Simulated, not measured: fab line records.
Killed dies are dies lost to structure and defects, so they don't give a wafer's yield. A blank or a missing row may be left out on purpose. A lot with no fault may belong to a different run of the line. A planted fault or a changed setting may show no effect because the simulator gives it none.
A struck lot beside a sound one :: flow sfq_line :: 13 steps out of a route of 325
Sound: the wafers L715.1, L715.4, L715.6. The struck wafers were L712.1, L712.2, L712.4. At the end, the cause is stated.
Order at every step that has rows: each side's tool, ch and its chambers, its first start. Under that, the readings that differ: sound wafers :: struck wafers :: difference of the means :: sigmas: that difference in standard deviations of wafers without a fault.
alike: readings with means less than 2 such deviations apart, plus words and numbers identical on both sides. not compared: withheld readings, readings lacking a value on some wafer, bounds such as >300 that could conceal the same value, and numbers that have no deviation in the record and whose values overlap.
A row with sigmas, a row that says differs or no value, or rows on one side alone: a step with any of these is where the two part. When numbers do not overlap yet have no deviation, they are printed without sigmas and do not part them. A reading that every wafer of one side lacks parts them only if that side has two wafers or more.

SFQ_I3_OVL_MEAS_923:
  sound on overlay-02, day 50 06:10; struck on overlay-01, day 49 01:22
  alike: I3_OVL
SFQ_TRILAYER_I3_VIA_BARC_OPEN_VIA_ETCH_121: etches BARC in O2, target depth 125 nm, time 41.7 s.
  sound on rie_diel-01 ch 1,2,3, day 50 06:12; struck on rie_diel-04 ch 0,1,2, day 49 01:24
  alike: chamber_pressure_mTorr, drypump_motor_current_A, oes_product_au
  not compared: rf_hours_counter_h
SFQ_TRILAYER_I3_VIA_ETCH_VIA_ETCH_088: etches SiO2 in CHF3, stops on Nb, target depth 260 nm.
  sound on rie_diel-01 ch 1,2,3, day 50 06:14; struck on rie_diel-04 ch 0,1,2, day 49 01:26
  alike: chamber_pressure_mTorr, drypump_motor_current_A, oes_product_au
SFQ_TRILAYER_I3_VIA_STRIP_STRIP_089: strips in O2.
  sound on rie_metal-03 ch 1, day 50 06:21; struck on rie_metal-01 ch 0,1, day 49 01:33
  alike: chamber_pressure_mTorr, drypump_motor_current_A, oes_product_au
  not compared: rf_hours_counter_h
then, 2 steps without rows for these wafers: SFQ_TRILAYER_I3_VIA_STRIP_SOLV_CLEAN_090 (cleans in NMP, time 600 s); SFQ_TRILAYER_M4_DEP_PRE_CLEAN_092 (time 22.5 s).
SFQ_TRILAYER_M4_DEP_SPUTTER_091: material Nb, target thk 200 nm, time 133.3 s.
  sound on pvd_sputter-04, day 50 07:22; struck on pvd_sputter-03, day 49 02:22
  alike: substrate_temp_c, throttle_valve_pct
SFQ_M4_RS_MEAS_924: measurement is done with a four-point probe.
  sound on film_metro-01, day 50 07:27; struck on film_metro-04, day 49 02:28
  alike: M4_NB_RS
then, 3 steps without rows for these wafers: SFQ_TRILAYER_M4_LITHO_COAT_098 (resist thk 62 nm); SFQ_TRILAYER_M4_LITHO_COAT_093 (resist thk 600 nm); SFQ_TRILAYER_M4_LITHO_SOFTBAKE_097.
SFQ_TRILAYER_M4_LITHO_EXPOSE_094: exposes mask M4, target cd 500 nm.
  struck on krf_scanner-01, day 49 12:48; sound on krf_scanner-01 ch 0, day 50 08:23
  no value came back on the struck wafers for exposure_dose_mJ_cm2, focus_offset_nm (nm); on the sound wafers exposure_dose_mJ_cm2 reads 14.409 14.384 14.398
  alike: mask
then, 1 step without rows for these wafers: SFQ_TRILAYER_M4_LITHO_PEB_096 (peb time 60 s).

== WHERE THEY PART ==
SFQ_TRILAYER_M4_LITHO_EXPOSE_094 only, going by this record.

WHY: what the simulator had put in
Skipped step whole: krf_scanner-01, from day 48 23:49 on, at SFQ_TRILAYER_M4_LITHO_EXPOSE_094. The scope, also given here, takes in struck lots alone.
